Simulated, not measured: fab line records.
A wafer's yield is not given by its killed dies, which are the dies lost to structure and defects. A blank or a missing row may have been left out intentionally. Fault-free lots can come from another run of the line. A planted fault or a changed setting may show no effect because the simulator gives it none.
fab line records    flow sky130
record: lots: 6  wafers: 18  last-day: 50
route steps=708 shown VT_ADJUST_PCH@151 SONOS_TUNNEL@154 PAD_OPEN@708
lots with no fault: from the same line, run without faults
start-h: hours from the record's opening day to when the first of the lot's shown wafers began    wait-h: how many hours have passed since the lot's step before this one    " as in the row above    L1.1+2: a single row standing in for several wafers    - either no value or no given start    * or withheld: withheld    < > ~ a bound
route shown NAME@n: names a module that has steps shown in the file, with the first one's number in the route    usual: average and standard deviation across the fault-free wafers    same: alike in all rows    chamber/n: place in a boat    sites: per-site readings    _std_site: their standard deviation    _edge_site: inner sites' mean taken away from outer sites' mean    radius-mm: for every site, how far away it sits from the centre of the wafer    mask NAME#n: copy n    behind: the last tool/chamber to shape the wafer    hold: what put the lot on hold/how long, in hours/how the hold closed    device: transistor that didn't switch, given as n, p or np    end of line: at the end of the route, the tests of the same wafers    where a step has no rows: the recipe by itself    killed: dies that structure and defects cost at the first sort, which is not the same as the wafer's yield    map: shows each die of a wafer: x if killed, . if not, _ if none is there
set.NAME: the setting that was run; set.NAME@STEP: the one run at that earlier step    model.NAME: the simulator's own value behind a step, which no gauge read
a table for each step, a row for each wafer; lots at some steps of the route
services: a tool's chamber out of use, with start hour (start-h, from the record's first day; less than 0 if before it), hours out, and reason
== steps ==
step: SKY_VT_ADJUST_PCH_IMPLANT_08
recipe: species: B  energy-kev: 10  dose-cm2: 5e+11  tilt-deg: withheld
step: SKY_VT_ADJUST_PCH_STRIP_09
recipe: chemistry: O2/N2  power-w: 1400  pressure-mtorr: 1500  platen-temp-c: withheld  o2-flow-sccm: 3000  n2-flow-sccm: 300  overash-fraction: 0.5
usual: drypump-motor-current-A: 5.9/0.43  n2-flow-sccm: 300.1/0.84  oes-product-au: 0.723/0.0047  strip-time-to-endpoint-s: 36.90/0.1
lot.wafer  tool             chamber  start-h  wait-h  drypump-motor-current-A  n2-flow-sccm  oes-product-au  rf-hours-counter-h  strip-time-to-endpoint-s
L992.1     plasma-asher-01  0        308.58   0.1     5.7                      301.8         0.725           66                  36.96
L992.4     "                0        "        "       5.7                      301.3         0.730           -                   36.89
L992.6     "                0        "        "       5.8                      301.5         0.717           -                   36.82
L995.1     plasma-asher-01  0        329.97   0.1     5.7                      299.8         0.719           68                  36.84
L995.3     "                1        "        "       6.6                      298.6         0.720           -                   36.84
L995.4     "                0        "        "       5.7                      299.5         0.728           -                   36.83
L997.1     plasma-asher-04  0        349.27   0.1     5.8                      299.7         0.729           53                  36.81
L997.3     "                1        "        "       6.1                      299.6         0.724           -                   36.79
L997.5     "                1        "        "       6.1                      298.6         0.721           -                   36.72
L100.3     plasma-asher-02  0        389.55   0.1     5.3                      298.0         0.728           -                   36.91
L100.4     "                1        "        "       5.6                      301.1         0.723           -                   37.05
L100.5     "                0        "        "       5.3                      299.0         0.721           -                   36.97
L101.1     plasma-asher-01  0        394.25   0.1     5.7                      299.6         0.725           73                  37.02
L101.4     "                1        "        "       6.6                      300.3         0.724           -                   36.99
L101.6     "                1        "        "       6.6                      300.2         0.719           -                   37.00
L104.1     plasma-asher-04  0        413.57   0.1     5.7                      299.1         0.723           60                  36.78
L104.2     "                1        "        "       6.1                      300.3         0.721           60                  36.89
L104.3     "                1        "        "       6.1                      298.7         0.721           -                   37.00
step: SKY_VT_ADJUST_PCH_TW_MEAS_10
usual: VT_ADJUST_PCH_TW: 142.8/0.65
lot.wafer  tool           chamber  start-h  wait-h  VT_ADJUST_PCH_TW
L992.1     film-metro-01  -        308.68   0.1     142.6
L992.4     "              -        "        "       143.6
L992.6     "              -        "        "       142.2
L995.1     film-metro-03  -        330.07   0.1     142.7
L995.3     "              -        "        "       142.3
L995.4     "              -        "        "       142.3
L997.1     film-metro-01  -        349.37   0.1     143.0
L997.3     "              -        "        "       143.6
L997.5     "              -        "        "       143.5
L100.3     film-metro-01  -        389.64   0.1     142.2
L100.4     "              -        "        "       142.9
L100.5     "              -        "        "       143.3
L101.1     film-metro-01  -        394.35   0.1     142.6
L101.4     "              -        "        "       141.7
L101.6     "              -        "        "       143.4
L104.1     film-metro-03  -        413.67   0.1     144.2
L104.2     "              -        "        "       143.5
L104.3     "              -        "        "       142.9
step: SKY_SONOS_TUNNEL_DEHYDRATE_00
recipe: temp-c: 200  time-s: 60
step: SKY_SONOS_TUNNEL_HMDS_01
recipe: prime-time-s: 60  prime-temp-c: 120.5
step: SKY_SONOS_TUNNEL_COAT_02
recipe: resist: NOVOLAK  spin-rpm: 3000  resist-thk-nm: 1140
step: SKY_SONOS_TUNNEL_SOFTBAKE_03
recipe: temp-c: 90  time-s: 60  resist: NOVOLAK
step: SKY_SONOS_TUNNEL_EXPOSE_04
recipe: mask-id: TUNM  na: 0.6  source-shape: conventional  sigma-outer: 0.6  polarization: unpolarized  target-cd-nm: 410  dose-mj: 136
step: SKY_SONOS_TUNNEL_PEB_05
recipe: temp-c: withheld  time-s: *  resist: NOVOLAK
step: SKY_SONOS_TUNNEL_DEVELOP_06
recipe: resist: NOVOLAK  developer: TMAH  develop-time-s: 60  dev-temp-c: 23
step: SKY_SONOS_TUNNEL_CD_MEAS_07
recipe: target-cd-nm: 410
usual: cd-nm: 410.1/1.8
lot.wafer  tool       chamber  start-h  wait-h  cd-nm
L992.1     cd-sem-02  -        335.34   0.1     411.7
L992.4     "          -        "        "       409.3
L992.6     "          -        "        "       409.3
L995.1     cd-sem-02  -        357.14   0.1     410.3
L995.3     "          -        "        "       410.2
L995.4     "          -        "        "       412.8
L997.1     cd-sem-01  -        377.54   0.1     409.6
L997.3     "          -        "        "       407.2
L997.5     "          -        "        "       410.1
L100.3     cd-sem-01  -        419.97   0.1     410.9
L100.4     "          -        "        "       410.7
L100.5     "          -        "        "       410.1
L101.1     cd-sem-01  -        425.22   0.1     407.7
L101.4     "          -        "        "       408.8
L101.6     "          -        "        "       410.8
L104.1     cd-sem-01  -        443.19   0.1     408.7
L104.2     "          -        "        "       409.5
L104.3     "          -        "        "       406.8
step: SKY_SONOS_TUNNEL_OVL_MEAS_08
usual: SONOS_TUNNEL_OVL: -0.8/1.4
lot.wafer  tool        chamber  start-h  wait-h  SONOS_TUNNEL_OVL[nm]
L992.1     overlay-02  -        335.46   0.1     -1.8
L992.4     "           -        "        "       -2.1
L992.6     "           -        "        "       -1.1
L995.1     overlay-02  -        357.26   0.1     1.0
L995.3     "           -        "        "       -0.8
L995.4     "           -        "        "       -0.4
L997.1     overlay-01  -        377.66   0.1     -1.3
L997.3     "           -        "        "       -0.1
L997.5     "           -        "        "       0.5
L100.3     overlay-02  -        420.07   0.1     -0.1
L100.4     "           -        "        "       -2.0
L100.5     "           -        "        "       0.0
L101.1     overlay-02  -        425.34   0.1     -1.6
L101.4     "           -        "        "       -1.4
L101.6     "           -        "        "       -2.4
L104.1     overlay-02  -        443.31   0.1     0.0
L104.2     "           -        "        "       0.6
L104.3     "           -        "        "       -0.7
step: SKY_SONOS_TUNNEL_IMPLANT_09
recipe: species: B  energy-kev: 20  dose-cm2: 1e+12  tilt-deg: withheld
usual: dose-ions-cm2: 9.998e+11/1.3e+09  end-station-pressure-torr: 4.97e-06/2.5e-07  faraday-current-uA: 5.64/0.11
lot.wafer  tool          chamber  start-h  wait-h  dose-ions-cm2  end-station-pressure-torr  faraday-current-uA
L992.1     implanter-03  0        335.49   0.0     1.001e+12      4.76e-06                   5.41
L992.4     "             0        "        "       9.998e+11      5.12e-06                   5.75
L992.6     "             0        "        "       1.0011e+12     4.18e-06                   5.51
L995.1     implanter-03  0        357.29   0.0     3.382e+11      5.26e-06                   1.91
L995.3     "             0        "        "       3.416e+11      4.91e-06                   1.92
L995.4     "             0        "        "       3.371e+11      5.41e-06                   1.90
L997.1     implanter-03  0        377.69   0.0     3.395e+11      5.15e-06                   1.98
L997.3     "             0        "        "       3.405e+11      4.75e-06                   1.92
L997.5     "             0        "        "       3.398e+11      4.91e-06                   1.89
L100.3     implanter-04  0        420.14   0.1     1e+12          4.81e-06                   5.77
L100.4     "             0        "        "       1e+12          5.02e-06                   5.58
L100.5     "             0        "        "       9.997e+11      5.3e-06                    5.56
L101.1     implanter-01  0        425.37   0.0     9.993e+11      4.81e-06                   5.50
L101.4     "             0        "        "       9.985e+11      4.66e-06                   5.77
L101.6     "             0        "        "       9.981e+11      5.05e-06                   5.77
L104.1     implanter-03  0        443.34   0.0     1.0018e+12     5.29e-06                   5.61
L104.2     "             0        "        "       1.0005e+12     4.88e-06                   5.67
L104.3     "             0        "        "       1.0022e+12     5.06e-06                   5.65
step: SKY_SONOS_TUNNEL_WET_ETCH_10
recipe: chemistry: dHF  target-depth-nm: 14  target: SiO2  dilution: 100:1  temp-c: 25  time-s: 280
step: SKY_SONOS_TUNNEL_STRIP_11
recipe: chemistry: SPM  time-s: 600  temp-c: 130
step: SKY_SONOS_TUNNEL_TW_MEAS_12
usual: SONOS_TUNNEL_TW: 197.7/0.99
lot.wafer  tool           chamber  start-h  wait-h  SONOS_TUNNEL_TW
L992.1     film-metro-04  -        336.08   0.0     198.2
L992.4     "              -        "        "       196.8
L992.6     "              -        "        "       197.6
L995.1     film-metro-04  -        357.73   0.0     146.5
L995.3     "              -        "        "       145.9
L995.4     "              -        "        "       147.4
L997.1     film-metro-02  -        378.11   0.0     147.1
L997.3     "              -        "        "       146.0
L997.5     "              -        "        "       145.8
L100.3     film-metro-02  -        420.52   0.0     198.1
L100.4     "              -        "        "       198.9
L100.5     "              -        "        "       198.3
L101.1     film-metro-03  -        425.79   0.0     199.5
L101.4     "              -        "        "       198.3
L101.6     "              -        "        "       199.2
L104.1     film-metro-02  -        443.76   0.0     196.7
L104.2     "              -        "        "       197.2
L104.3     "              -        "        "       198.1
step: SKY_SONOS_TUNNEL_CLEAN_13
recipe: chemistry: dHF  time-s: 20  dilution: 100:1  dry: ipa-marangoni
step: SKY_PAD_OPEN_PROBE_99
usual: killed_at_M0_to_M3: 43/6.9  killed_at_M4_up: 3.1/1.9  killed-at-contacts: 24/5.4  killed-at-front-end: 14/4.3  killed-at-other: 0.3/0.53  killed-dies: 84/9.5  killed-open: 46/6.8  killed-short: 38/6
same: gross-dies: 492  killed-at-back-side: 0
lot.wafer  tool       chamber  start-h  wait-h  killed_at_M0_to_M3  killed_at_M4_up  killed-at-contacts  killed-at-front-end  killed-at-other  killed-dies  killed-open  killed-short  model.etest.tip-sonos.rs-ohm-sq  model.etest.sonos-uncharged.r-on-ohm-um  model.etest.sonos-programmed.off-log10-a-um  model.etest.sonos-programmed.vt-v  model.etest.sonos-uncharged.vt-v  model.etest.sonos-baked.vt-v  model.etest.sonos-erased.vt-v
L992.1     prober-01  -        1140.81  0.1     41                  2                26                  18                   0                87           53           34            2626                             799.2                                    -13.94                                       1.496                              -0.4246                           0.9964                        -2.258
L992.4     prober-01  -        1140.96  0.2     49                  1                17                  15                   0                82           44           38            2619                             798.2                                    -13.81                                       1.461                              -0.4479                           0.9834                        -2.244
L992.6     prober-01  -        1141.06  0.2     47                  3                24                  13                   0                87           44           43            2643                             802.4                                    -13.85                                       1.527                              -0.4165                           1.013                         -2.232
L997.1     prober-02  -        1168.81  0.1     33                  5                25                  14                   0                77           36           41            2564                             773.7                                    -12.37                                       1.249                              -0.6052                           0.7333                        -2.383
L997.3     prober-02  -        1168.91  0.2     40                  3                23                  12                   0                78           50           28            2552                             748.7                                    -12.03                                       1.225                              -0.6692                           0.7509                        -2.425
L997.5     prober-02  -        1169.01  0.2     42                  1                26                  6                    0                75           50           25            2540                             770.8                                    -11.45                                       1.116                              -0.5579                           0.7528                        -2.345
L995.1     prober-01  -        1171.72  0.1     46                  3                25                  10                   0                84           46           38            2613                             754.3                                    -11.72                                       1.291                              -0.5675                           0.8046                        -2.492
L995.3     prober-01  -        1171.82  0.2     44                  3                20                  21                   0                88           42           46            2584                             748.4                                    -11.67                                       1.347                              -0.6231                           0.892                         -2.576
L995.4     prober-01  -        1171.87  0.2     49                  4                29                  18                   2                102          55           47            2636                             751.6                                    -11.99                                       1.329                              -0.6382                           0.8597                        -2.462
L100.3     prober-01  -        1194.96  0.2     35                  1                16                  14                   0                66           38           28            2628                             799.1                                    -13.94                                       1.443                              -0.4362                           0.8924                        -2.29
L100.4     prober-01  -        1195.01  0.2     44                  3                18                  16                   1                82           38           44            2650                             801.6                                    -13.88                                       1.358                              -0.4237                           0.8694                        -2.241
L100.5     prober-01  -        1195.06  0.2     47                  3                32                  9                    1                92           49           43            2678                             819.7                                    -13.98                                       1.395                              -0.3824                           0.9565                        -2.239
L101.1     prober-01  -        1197.91  0.1     44                  2                30                  10                   1                87           51           36            2591                             791.7                                    -14.15                                       1.621                              -0.4701                           1.035                         -2.397
L101.4     prober-01  -        1198.06  0.2     45                  7                29                  4                    1                86           55           30            2627                             799.9                                    -13.93                                       1.536                              -0.421                            1.028                         -2.376
L101.6     prober-01  -        1198.16  0.2     41                  2                15                  10                   2                70           34           34            2594                             808.6                                    -13.9                                        1.612                              -0.4419                           1.03                          -2.354
L104.1     prober-02  -        1211.25  0.1     44                  3                19                  12                   1                79           41           37            2614                             826                                      -13.85                                       1.458                              -0.4188                           0.9344                        -2.214
L104.2     prober-02  -        1211.30  0.1     53                  5                15                  13                   0                86           46           40            2607                             804.1                                    -13.94                                       1.456                              -0.4495                           0.9544                        -2.272
L104.3     prober-02  -        1211.35  0.2     40                  2                26                  9                    0                77           45           32            2650                             809.1                                    -14.02                                       1.446                              -0.429                            0.946                         -2.218
killed by level:class
L992.1 VIA1:geometric-particle:open=17 CONTACT:geometric-particle:open=13 FIELD_ISO:geometric-particle:short=5 LI_CONTACT:geometric-particle:open=5 VIA1:geometric-particle:short=5 VIA3:geometric-particle:open=5 FIELD_ISO:geometric-particle:open=4 LOCAL_INTERCONNECT:geometric-particle:short=4
L992.4 VIA1:geometric-particle:open=15 METAL2:geometric-particle:short=8 CONTACT:geometric-particle:open=7 CONTACT:geometric-particle:short=5 VIA2:geometric-particle:open=5 VIA2:geometric-particle:short=5 VIA3:geometric-particle:open=4 VIA3:geometric-particle:short=4
L992.6 VIA1:geometric-particle:open=12 LI_CONTACT:geometric-particle:open=11 METAL1:geometric-particle:short=8 VIA2:geometric-particle:open=7 POLY_GATE:geometric-particle:short=5 VIA2:geometric-particle:short=5 CONTACT:geometric-particle:short=4 VIA1:geometric-particle:short=4
L997.1 CONTACT:geometric-particle:open=9 LI_CONTACT:geometric-particle:open=7 POLY_GATE:geometric-particle:short=6 VIA1:geometric-particle:open=6 VIA2:geometric-particle:short=6 METAL1:geometric-particle:short=5 VIA2:geometric-particle:open=5 LOCAL_INTERCONNECT:geometric-particle:short=4
L997.3 VIA1:geometric-particle:open=14 CONTACT:geometric-particle:open=10 FIELD_ISO:geometric-particle:open=7 VIA2:geometric-particle:open=6 LI_CONTACT:geometric-particle:short=5 LI_CONTACT:geometric-particle:open=4 VIA3:geometric-particle:open=4 FIELD_ISO:geometric-particle:short=3
L997.5 VIA1:geometric-particle:open=16 LI_CONTACT:geometric-particle:open=8 CONTACT:geometric-particle:open=8 VIA3:geometric-particle:open=6 VIA2:geometric-particle:open=6 CONTACT:geometric-particle:short=4 LI_CONTACT:geometric-particle:short=3 METAL1:geometric-particle:short=3
L995.1 VIA1:geometric-particle:open=13 CONTACT:geometric-particle:short=9 METAL2:geometric-particle:short=7 VIA3:geometric-particle:open=7 CONTACT:geometric-particle:open=6 VIA1:geometric-particle:short=6 LI_CONTACT:geometric-particle:open=5 METAL1:geometric-particle:short=5
L995.3 VIA1:geometric-particle:open=8 LI_CONTACT:geometric-particle:open=7 VIA3:geometric-particle:open=7 FIELD_ISO:geometric-particle:short=6 VIA2:geometric-particle:short=6 POLY_GATE:geometric-particle:open=5 POLY_GATE:geometric-particle:short=5 CONTACT:geometric-particle:short=5
L995.4 VIA1:geometric-particle:open=12 VIA2:geometric-particle:open=9 VIA3:geometric-particle:open=9 LI_CONTACT:geometric-particle:open=8 CONTACT:geometric-particle:open=7 FIELD_ISO:geometric-particle:short=6 POLY_GATE:geometric-particle:short=6 METAL2:geometric-particle:short=6
L100.3 VIA3:geometric-particle:open=8 CONTACT:geometric-particle:open=7 VIA1:geometric-particle:open=7 POLY_GATE:geometric-particle:open=6 METAL2:geometric-particle:short=6 METAL3:geometric-particle:short=4 FIELD_ISO:geometric-particle:short=3 VIA1:geometric-particle:short=3
L100.4 VIA1:geometric-particle:open=8 CONTACT:geometric-particle:open=7 VIA3:geometric-particle:open=7 CONTACT:geometric-particle:short=6 VIA2:geometric-particle:open=6 FIELD_ISO:geometric-particle:short=5 VIA1:geometric-particle:short=5 METAL2:geometric-particle:short=5
L100.5 VIA1:geometric-particle:open=13 CONTACT:geometric-particle:short=9 CONTACT:geometric-particle:open=8 LI_CONTACT:geometric-particle:open=8 VIA1:geometric-particle:short=6 METAL2:geometric-particle:short=6 VIA2:geometric-particle:open=6 LI_CONTACT:geometric-particle:short=5
L101.1 VIA1:geometric-particle:open=17 CONTACT:geometric-particle:open=11 LI_CONTACT:geometric-particle:open=10 LI_CONTACT:geometric-particle:short=4 VIA1:geometric-particle:short=4 METAL2:geometric-particle:short=4 VIA2:geometric-particle:open=4 FIELD_ISO:geometric-particle:short=3
L101.4 CONTACT:geometric-particle:open=11 LI_CONTACT:geometric-particle:open=9 VIA1:geometric-particle:open=9 VIA2:geometric-particle:open=8 VIA3:geometric-particle:open=6 CONTACT:geometric-particle:short=5 VIA1:geometric-particle:short=5 METAL4:geometric-particle:open=5
L101.6 VIA1:geometric-particle:open=11 METAL2:geometric-particle:short=11 CONTACT:geometric-particle:open=5 LOCAL_INTERCONNECT:geometric-particle:short=4 VIA3:geometric-particle:open=4 METAL1:geometric-particle:short=4 VIA2:geometric-particle:open=4 FIELD_ISO:geometric-particle:short=3
L104.1 VIA1:geometric-particle:open=11 VIA3:geometric-particle:open=9 CONTACT:geometric-particle:open=6 VIA2:geometric-particle:open=6 CONTACT:geometric-particle:short=5 FIELD_ISO:geometric-particle:short=4 POLY_GATE:geometric-particle:short=4 VIA3:geometric-particle:short=4
L104.2 VIA3:geometric-particle:open=13 VIA2:geometric-particle:open=9 VIA1:geometric-particle:open=8 METAL1:geometric-particle:short=6 METAL2:geometric-particle:short=5 CONTACT:geometric-particle:open=5 VIA3:geometric-particle:short=5 METAL4:geometric-particle:short=5
L104.3 LI_CONTACT:geometric-particle:open=9 VIA2:geometric-particle:open=8 VIA1:geometric-particle:open=8 CONTACT:geometric-particle:open=6 METAL2:geometric-particle:short=6 VIA3:geometric-particle:open=5 CONTACT:geometric-particle:short=5 METAL1:geometric-particle:short=4
== services ==
tool             chamber  start-h  hours  kind
implanter-04     -        290.65   8.6    repair
implanter-01     -        307.40   3.8    repair
implanter-03     -        328.04   3.9    repair
implanter-03     -        348.72   3.0    repair
plasma-asher-01  -        355.25   16.6   repair
plasma-asher-01  -        366.61   1.0    repair
implanter-03     -        378.26   2.2    repair
implanter-04     -        386.37   5.1    repair
implanter-01     -        386.39   18.3   repair
plasma-asher-02  -        396.26   3.2    repair
plasma-asher-02  -        398.78   2.9    repair
implanter-04     -        420.82   5.7    repair
plasma-asher-01  -        435.12   40.8   repair
implanter-04     -        438.17   0.6    repair
== key ==
first-sign: step: SKY_SONOS_TUNNEL_IMPLANT_09  reading: dose-ions-cm2  direction: down  sigmas: 99+  usual: *  struck: *
effect: step: SKY_SONOS_TUNNEL_IMPLANT_09  reading: faraday-current-uA  direction: down  sigmas: 34  usual: 5.64  struck: 1.92
effect: step: SKY_SONOS_TUNNEL_TW_MEAS_12  reading: SONOS_TUNNEL_TW  direction: down  sigmas: 52  usual: 197.7  struck: 146.4
model-effect: step: SKY_PAD_OPEN_PROBE_99  value: etest.tip-sonos.rs-ohm-sq  without: 2690  struck: 2581
met-at SKY_SONOS_TUNNEL_IMPLANT_09
struck-wafers L995.1,L995.3,L995.4,L997.1,L997.3,L997.5
tester-left-out L995,L997
onset-between 335.49 357.29
fault: kind: process-parameter-drift  tool: implanter-03  chamber: -  onset-h: 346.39  steps: SKY_SONOS_TUNNEL_IMPLANT_09  channel: dose-cm2  offset: *  shape: step  end-h: 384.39  acts-in: *  stated: *
tester-left-out: of these lots the tester's yield and bins aren't shown, on N5 and GAA mostly nor the transistor test; their killed dies are dies lost to structure and defects alone, not to doping, threshold or leakage, so they don't give the yield
